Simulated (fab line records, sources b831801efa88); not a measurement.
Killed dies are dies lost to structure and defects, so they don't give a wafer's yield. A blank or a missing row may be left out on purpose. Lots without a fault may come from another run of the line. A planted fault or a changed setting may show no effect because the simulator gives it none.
Which tool did it? | flow sky130 | 12 lots, 36 wafers sampled, at 3 steps of a route of 708

WHAT THE GAUGES READ, wafer by wafer
SKY_LI_CONTACT_RS_MEAS_22: measures by four-point-probe.
lot  | measured     | on            | LI_CONTACT_W_RS (ohm/sq)
L522 | day 29 19:02 | film_metro-01 | 0.279 0.279 0.276
L524 | day 30 18:43 | film_metro-01 | 0.278 0.279 0.281
L525 | day 30 22:11 | film_metro-04 | 0.274 0.275 0.275
L526 | day 31 05:52 | film_metro-04 | 0.283 0.282 0.284
L527 | day 31 14:59 | film_metro-03 | 0.277 0.279 0.277
L529 | day 32 16:19 | film_metro-04 | 0.281 0.272 0.278
L532 | day 33 08:20 | film_metro-04 | 0.275 0.276 0.276
L533 | day 34 02:40 | film_metro-01 | 0.282 0.278 0.281
L535 | day 34 05:59 | film_metro-01 | 0.278 0.275 0.280
L537 | day 34 21:53 | film_metro-04 | 0.281 0.278 0.273
L542 | day 36 13:11 | film_metro-01 | 0.280 0.277 0.277
L543 | day 36 18:57 | film_metro-04 | 0.273 0.279 0.276

SKY_LOCAL_INTERCONNECT_CD_MEAS_11: target cd 170 nm.
lot  | measured     | on        | cd_nm (nm)
L522 | day 30 23:10 | cd_sem-01 | 170.9 170.9 169.7
L524 | day 31 23:22 | cd_sem-01 | 170.2 170.2 169.2
L525 | day 32 02:25 | cd_sem-02 | 169.6 170.8 169.9
L526 | day 32 10:00 | cd_sem-02 | 171.0 170.2 172.2
L527 | day 32 19:07 | cd_sem-02 | 169.3 169.6 167.2
L529 | day 33 19:46 | cd_sem-02 | 169.1 169.1 167.9
L532 | day 34 11:44 | cd_sem-01 | 170.5 169.2 169.0
L533 | day 35 06:38 | cd_sem-01 | 168.8 168.2 168.3
L535 | day 35 09:32 | cd_sem-01 | 169.8 169.7 172.0
L537 | day 36 01:25 | cd_sem-01 | 171.9 171.2 172.8
L542 | day 37 16:13 | cd_sem-02 | 169.7 171.9 170.9
L543 | day 37 21:58 | cd_sem-01 | 169.9 171.3 169.2

WHICH TOOL RAN EACH LOT (tool, then ch and the chambers of the sampled wafers, then the start)
lot  | SKY_LI_CONTACT_STRIP_16
L522 | plasma_asher-02 ch 0,1, day 29 18:28
L524 | plasma_asher-03 ch 0,1, day 30 18:09
L525 | plasma_asher-03 ch 0,1, day 30 21:36
L526 | plasma_asher-02 ch 0,1, day 31 05:19
L527 | plasma_asher-03 ch 0,1, day 31 14:25
L529 | plasma_asher-02 ch 0,1, day 32 15:43
L532 | plasma_asher-03 ch 0,1, day 33 07:46
L533 | plasma_asher-02 ch 0,1, day 34 02:05
L535 | plasma_asher-03 ch 0,1, day 34 05:25
L537 | plasma_asher-02 ch 0,1, day 34 21:17
L542 | plasma_asher-03 ch 0,1, day 36 12:27
L543 | plasma_asher-02 ch 0,1, day 36 18:13
- SKY_LI_CONTACT_STRIP_16: strips in O2/N2.

WHAT THE TOOLS THEMSELVES READ (means of the sampled wafers that have a number; where no wafer has one, the mark that the record gives instead)
SKY_LI_CONTACT_STRIP_16.
lot  | tool            | drypump_motor_current_A (A) | oes_product_au (a.u.) | strip_time_to_endpoint_s (s)
L522 | plasma_asher-02 | 5.4                         | 0.371                 | 3.502
L524 | plasma_asher-03 | 6.1                         | 0.376                 | 3.484
L525 | plasma_asher-03 | 6.4                         | 0.375                 | 3.503
L526 | plasma_asher-02 | 5.4                         | 0.374                 | 3.461
L527 | plasma_asher-03 | 6.4                         | 0.376                 | 3.506
L529 | plasma_asher-02 | 5.7                         | 0.379                 | 3.503
L532 | plasma_asher-03 | 6.1                         | 0.376                 | 3.494
L533 | plasma_asher-02 | 5.4                         | 0.380                 | 3.538
L535 | plasma_asher-03 | 6.5                         | 0.375                 | 3.508
L537 | plasma_asher-02 | 5.7                         | 0.376                 | 3.469
L542 | plasma_asher-03 | 6.4                         | 0.379                 | 3.480
L543 | plasma_asher-02 | 5.7                         | 0.373                 | 3.515

THE ANSWER, worked out from the rows above alone
Rule: what is usual is taken from the lots themselves. Put in order of their means at a reading, lots are off if they are a third of the lots or fewer, leave a main group of 4 or more, and stand apart from it by a gap of 3 or more times the standard deviation of the main group's means; of several such gaps the widest counts. A main group whose means are all the same, to the digits that the tables above print for the reading, isn't used. A lot without any number at a reading at which 4 lots or more have one is off too. The other lots that the step has rows for count as sound. The gauges are gone through in route order, then the tools' own readings, and for those a lot's mean is taken as printed above. The first step at which some lot is off is used, and at that step the reading that is off furthest; a lot without a number counts as furthest.
No lot is off at any reading shown: from this, nothing can be told.

WHAT THE SIMULATOR HAD PUT IN
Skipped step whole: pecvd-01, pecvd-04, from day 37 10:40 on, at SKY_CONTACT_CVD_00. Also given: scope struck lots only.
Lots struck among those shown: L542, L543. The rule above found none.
